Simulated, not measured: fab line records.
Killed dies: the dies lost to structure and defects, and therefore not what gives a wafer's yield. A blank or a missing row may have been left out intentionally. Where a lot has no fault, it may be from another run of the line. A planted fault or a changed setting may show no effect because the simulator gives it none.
Struck lot and sound lot, side by side	flow sky130	32 steps out of a route of 708
Sound: these wafers, L330.3, L330.5, L330.6. Struck: wafers L339.2, L339.3, L339.5. The cause is given at the end.
Order at every step that has rows: each side's tool, ch and its chambers, its first start. Under that, the readings that differ: sound wafers	struck wafers	difference of the means	sigmas: that difference in standard deviations of wafers without a fault.
alike: readings whose means differ by less than 2 such deviations, and words and numbers that are the same on both sides. not compared: withheld readings, readings that some wafer has no value for, bounds like >300 that may hide the same value, and numbers for which the record gives no deviation and whose values overlap.
The two part at a step that has a row with sigmas, a row that says differs or no value, or rows on one side only. Non-overlapping numbers with no deviation appear without sigmas and do not part them. A reading that every wafer of one side lacks parts them only if that side has two wafers or more.

first, 3 steps without rows for these wafers: SKY_POLY_CUT_EXPOSE_05 (exposes mask NPCM, target cd 270 nm); SKY_POLY_CUT_PEB_06; SKY_POLY_CUT_DEVELOP_07 (develop time 60 s).
SKY_POLY_CUT_CD_MEAS_08 targets a cd of 270 nm.
  sound on cd sem-02, day 26 20:58; struck on cd sem-01, day 30 00:35
  alike: cd nm
SKY_POLY_CUT_OVL_MEAS_09:
  sound on overlay-01, day 26 21:04; struck on overlay-02, day 30 00:41
  alike: POLY_CUT_OVL
SKY_POLY_CUT_ETCH_10: etches BARC in N2/H2, stops on SiO2, time 45.9 s, target depth 60 nm.
  sound on rie diel-03 ch 0,2,3, day 26 21:05; struck on rie diel-03 ch 0,1, day 30 00:43
  alike: drypump motor current A, oes product au, throttle valve pct
  not compared: rf hours counter h
SKY_POLY_CUT_ETCH_11: etches Si3N4 in CF4/CH2F2/Ar, stops on poly-Si, time 42.5 s, target depth 60 nm.
  sound on rie diel-03 ch 0,2,3, day 26 21:07; struck on rie diel-03 ch 0,1, day 30 00:46
  alike: drypump motor current A, oes product au, throttle valve pct
  not compared: rf hours counter h
SKY_POLY_CUT_STRIP_12: strips in O2/N2.
  sound on plasma asher-04 ch 0,1, day 26 21:12; struck on plasma asher-02 ch 0,1, day 30 00:48
  alike: drypump motor current A, oes product au, strip time to endpoint s
  not compared: rf hours counter h
then, 4 steps without rows for these wafers: SKY_SD_P_DEHYDRATE_00 (time 60 s); SKY_SD_P_HMDS_01 (prime time 60 s); SKY_SD_P_COAT_02 (resist thk 1140 nm); SKY_SD_P_SOFTBAKE_03 (time 60 s).
SKY_SD_P_EXPOSE_04: exposes mask PSDM, target cd 380 nm.
  sound on iline stepper-02 ch 0, day 27 11:29; struck on iline stepper-01 ch 0, day 30 14:01
reading	sound	struck	difference	sigmas
mask	PSDM#0 PSDM#0 PSDM#0	URPM#0 URPM#0 URPM#0	differs	
then, 2 steps without rows for these wafers: SKY_SD_P_PEB_05; SKY_SD_P_DEVELOP_06 (develop time 60 s).
SKY_SD_P_CD_MEAS_07 targets a cd of 380 nm.
  sound on cd sem-02, day 28 00:53; struck on cd sem-02, day 31 03:07
reading	sound	struck	difference	sigmas
cd nm (nm)	382.1 379.5 379.2	- - -	no value on the struck wafers	
SKY_SD_P_OVL_MEAS_08:
  sound on overlay-02, day 28 00:59; struck on overlay-02, day 31 03:14
reading	sound	struck	difference	sigmas
SD_P_OVL (nm)	-0.4 -1.0 -2.7	- - -	no value on the struck wafers	
after that, 1 step had no rows for these wafers: SKY_SD_P_IMPLANT_09.
SKY_SD_P_STRIP_10: strips in O2/N2.
  sound on plasma asher-02 ch 0,1, day 28 01:11; struck on plasma asher-01 ch 0,1, day 31 03:25
  alike: drypump motor current A, oes product au, strip time to endpoint s
  not compared: rf hours counter h
SKY_SD_P_TW_MEAS_11:
  sound on film metro-01, day 28 01:17; struck on film metro-01, day 31 03:31
reading	sound	struck	difference	sigmas
SD_P_TW	2814 2812 2803	30 30 30	-2780	-99 or more
then, 8 steps without rows for these wafers: SKY_RES_XHIGH_DEHYDRATE_00 (time 60 s); SKY_RES_XHIGH_HMDS_01 (prime time 60 s); SKY_RES_XHIGH_COAT_02 (resist thk 1162 nm); SKY_RES_XHIGH_SOFTBAKE_03 (time 60 s); SKY_RES_XHIGH_EXPOSE_04 (exposes mask URPM, target cd 1270 nm); SKY_RES_XHIGH_PEB_05; SKY_RES_XHIGH_DEVELOP_06 (develop time 60 s); SKY_RES_XHIGH_IMPLANT_07.
SKY_RES_XHIGH_STRIP_08: strips in O2/N2.
  sound on plasma asher-02 ch 0,1, day 29 05:26; struck on plasma asher-02 ch 0,1, day 32 06:14
  alike: drypump motor current A, oes product au, strip time to endpoint s
  not compared: rf hours counter h
SKY_RES_XHIGH_TW_MEAS_09:
  sound on film metro-02, day 29 05:31; struck on film metro-01, day 32 06:20
reading	sound	struck	difference	sigmas
RES_XHIGH_TW	1615 1609 1611	2883 2880 2873	+1267	+99 or more
then, 1 step without rows for these wafers: SKY_SD_N_DEHYDRATE_00 (time 60 s).
-- the record jumps here: 17 days lie between the struck wafers' starts before and after (it left off in module SD_N and takes up again in module PAD_OPEN, whose first step shown is number 708 of the route) --
SKY_PAD_OPEN_PROBE_99:
  sound on prober-01, day 47 13:22; struck on prober-02, day 49 16:34
reading	sound	struck	difference	sigmas
killed at front end	19 10 10	426 432 408	+409	+99 or more
killed dies	88 91 85	492 492 492	+404	+40
killed on rim	11 24 16	96 96 96	+79	+20
  alike: killed_at_M0_to_M3, killed_at_M4_up, killed at contacts, killed at other, killed open, killed short

## WHERE THEY PART
At SKY_SD_P_EXPOSE_04 first; at SKY_PAD_OPEN_PROBE_99 last (within this record only).

WHY: what the simulator had put in
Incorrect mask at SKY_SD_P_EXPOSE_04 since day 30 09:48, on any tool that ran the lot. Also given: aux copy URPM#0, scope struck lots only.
